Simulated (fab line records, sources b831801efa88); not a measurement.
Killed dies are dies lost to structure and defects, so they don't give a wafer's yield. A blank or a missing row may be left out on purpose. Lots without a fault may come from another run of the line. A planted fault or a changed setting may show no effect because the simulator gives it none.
Which tool did it? | flow sky130 | 11 lots, 33 wafers sampled, at 5 steps of a route of 708

WHAT THE GAUGES READ, wafer by wafer
SKY_CONTACT_RS_MEAS_25: measures by four-point-probe.
lot  | measured     | on            | CONTACT_W_RS (ohm/sq)
L124 | day 31 20:35 | film_metro-04 | 0.3402 0.3420 0.3460
L126 | day 32 20:14 | film_metro-04 | 0.3423 0.3356 0.3378
L127 | day 33 11:04 | film_metro-02 | 0.3404 0.3385 0.3363
L133 | day 35 01:17 | film_metro-02 | 0.3378 0.3437 0.3378
L135 | day 36 02:14 | film_metro-01 | 0.3421 0.3044 0.3414 0.3424 0.3052 0.3408
L137 | day 36 19:59 | film_metro-01 | 0.3367 0.3362 0.3050 0.3369 0.3355 0.3051
L139 | day 36 21:13 | film_metro-02 | 0.3362 0.3381 0.3356
L140 | day 37 01:13 | film_metro-01 | 0.3387 0.3359 0.3399
L141 | day 37 16:46 | film_metro-04 | 0.3385 0.3450 0.3356
L145 | day 38 16:48 | film_metro-04 | 0.3384 0.3379 0.3403
L146 | day 38 19:40 | film_metro-01 | 0.3412 0.3377 0.3423

SKY_CONTACT_THK_MEAS_26: measures by xrf.
lot  | measured     | on            | CONTACT_W_THK (nm)
L124 | day 31 20:42 | film_metro-04 | 321 320 317
L126 | day 32 20:21 | film_metro-04 | 315 322 320
L127 | day 33 11:10 | film_metro-02 | 318 320 322
L133 | day 35 01:23 | film_metro-02 | 318 311 321
L135 | day 36 04:33 | film_metro-01 | 315 348 314 313 346 315
L137 | day 36 22:25 | film_metro-01 | 319 320 349 320 319 350
L139 | day 36 21:20 | film_metro-02 | 323 320 322
L140 | day 37 01:20 | film_metro-01 | 317 318 314
L141 | day 37 16:52 | film_metro-04 | 322 317 327
L145 | day 38 16:55 | film_metro-04 | 324 323 323
L146 | day 38 19:47 | film_metro-01 | 316 320 317

WHICH TOOL RAN EACH LOT (tool, then ch and the chambers of the sampled wafers, then the start)
lot  | SKY_LI_CONTACT_SPUTTER_19    | SKY_CONTACT_SPUTTER_23       | SKY_CONTACT_CVD_24
L124 | pvd_sputter-01, day 29 09:19 | pvd_sputter-04, day 31 20:25 | cvd_w-02 ch 0,1, day 31 20:28
L126 | pvd_sputter-03, day 30 09:45 | pvd_sputter-03, day 32 20:03 | cvd_w-02 ch 0,1, day 32 20:07
L127 | pvd_sputter-01, day 30 21:32 | pvd_sputter-03, day 33 10:52 | cvd_w-02 ch 0,1, day 33 10:58
L133 | pvd_sputter-01, day 32 15:43 | pvd_sputter-01, day 35 01:05 | cvd_w-02 ch 0,1, day 35 01:09
L135 | pvd_sputter-03, day 33 18:53 | pvd_sputter-04, day 36 02:00 | cvd_w-02 ch 0,1, day 36 02:06
L137 | pvd_sputter-02, day 34 10:47 | pvd_sputter-01, day 36 19:47 | cvd_w-02 ch 0,1, day 36 19:51
L139 | pvd_sputter-01, day 34 12:37 | pvd_sputter-03, day 36 21:02 | cvd_w-01 ch 0,1, day 36 21:06
L140 | pvd_sputter-03, day 34 16:49 | pvd_sputter-01, day 37 01:02 | cvd_w-01 ch 0,1, day 37 01:06
L141 | pvd_sputter-01, day 35 09:04 | pvd_sputter-01, day 37 16:34 | cvd_w-01 ch 0,1, day 37 16:38
L145 | pvd_sputter-01, day 36 09:42 | pvd_sputter-01, day 38 16:37 | cvd_w-01 ch 0,1, day 38 16:41
L146 | pvd_sputter-02, day 36 12:28 | pvd_sputter-03, day 38 19:29 | cvd_w-01 ch 0,1, day 38 19:33
- SKY_LI_CONTACT_SPUTTER_19: material Ti, target thk 20 nm, time 106.37 s.
- SKY_CONTACT_SPUTTER_23: material TiN, target thk 20 nm, time 80 s.
- SKY_CONTACT_CVD_24: deposits W, target thk 340 nm, time 102.12 s.

WHAT THE TOOLS THEMSELVES READ (means of the sampled wafers that have a number; where no wafer has one, the mark that the record gives instead)
SKY_LI_CONTACT_SPUTTER_19.
lot  | tool           | throttle_valve_pct (%)
L124 | pvd_sputter-01 | 30.6
L126 | pvd_sputter-03 | 30.3
L127 | pvd_sputter-01 | 29.8
L133 | pvd_sputter-01 | 30.8
L135 | pvd_sputter-03 | 30.4
L137 | pvd_sputter-02 | 29.8
L139 | pvd_sputter-01 | 30.3
L140 | pvd_sputter-03 | 30.2
L141 | pvd_sputter-01 | 30.9
L145 | pvd_sputter-01 | 31.0
L146 | pvd_sputter-02 | 29.5

SKY_CONTACT_SPUTTER_23.
lot  | tool           | throttle_valve_pct (%)
L124 | pvd_sputter-04 | 30.5
L126 | pvd_sputter-03 | 30.6
L127 | pvd_sputter-03 | 30.0
L133 | pvd_sputter-01 | 31.0
L135 | pvd_sputter-04 | 29.9
L137 | pvd_sputter-01 | 29.8
L139 | pvd_sputter-03 | 30.2
L140 | pvd_sputter-01 | 30.5
L141 | pvd_sputter-01 | 30.5
L145 | pvd_sputter-01 | 30.6
L146 | pvd_sputter-03 | 30.6

SKY_CONTACT_CVD_24.
lot  | tool     | heater_power_w (W)
L124 | cvd_w-02 | 834
L126 | cvd_w-02 | 846
L127 | cvd_w-02 | 839
L133 | cvd_w-02 | 832
L135 | cvd_w-02 | 843
L137 | cvd_w-02 | 842
L139 | cvd_w-01 | 820
L140 | cvd_w-01 | 835
L141 | cvd_w-01 | 837
L145 | cvd_w-01 | 840
L146 | cvd_w-01 | 835

THE ANSWER, worked out from the rows above alone
Rule: what is usual is taken from the lots themselves. Put in order of their means at a reading, lots are off if they are a third of the lots or fewer, leave a main group of 4 or more, and stand apart from it by a gap of 3 or more times the standard deviation of the main group's means; of several such gaps the widest counts. A main group whose means are all the same, to the digits that the tables above print for the reading, isn't used. A lot without any number at a reading at which 4 lots or more have one is off too. The other lots that the step has rows for count as sound. The gauges are gone through in route order, then the tools' own readings, and for those a lot's mean is taken as printed above. The first step at which some lot is off is used, and at that step the reading that is off furthest; a lot without a number counts as furthest.
Off: L135, L137, at SKY_CONTACT_RS_MEAS_25 (CONTACT_W_RS). The main group: mean 0.3392 ohm/sq, standard deviation 0.0016.
A tool fits if, at a process step before that reading, it ran every lot that is off, and no sound lot after the first of them. The gauges at SKY_CONTACT_RS_MEAS_25 are tried like those tools. One fits: cvd_w-02 at SKY_CONTACT_CVD_24. Its last sound lot is L133 (day 35 01:09), its first lot that is off L135 (day 36 02:06): a fault that began between those two fits.

WHAT THE SIMULATOR HAD PUT IN
Process parameter drift: cvd_w-02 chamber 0, from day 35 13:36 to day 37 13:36, at SKY_CONTACT_CVD_24. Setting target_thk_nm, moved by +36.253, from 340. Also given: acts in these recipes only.
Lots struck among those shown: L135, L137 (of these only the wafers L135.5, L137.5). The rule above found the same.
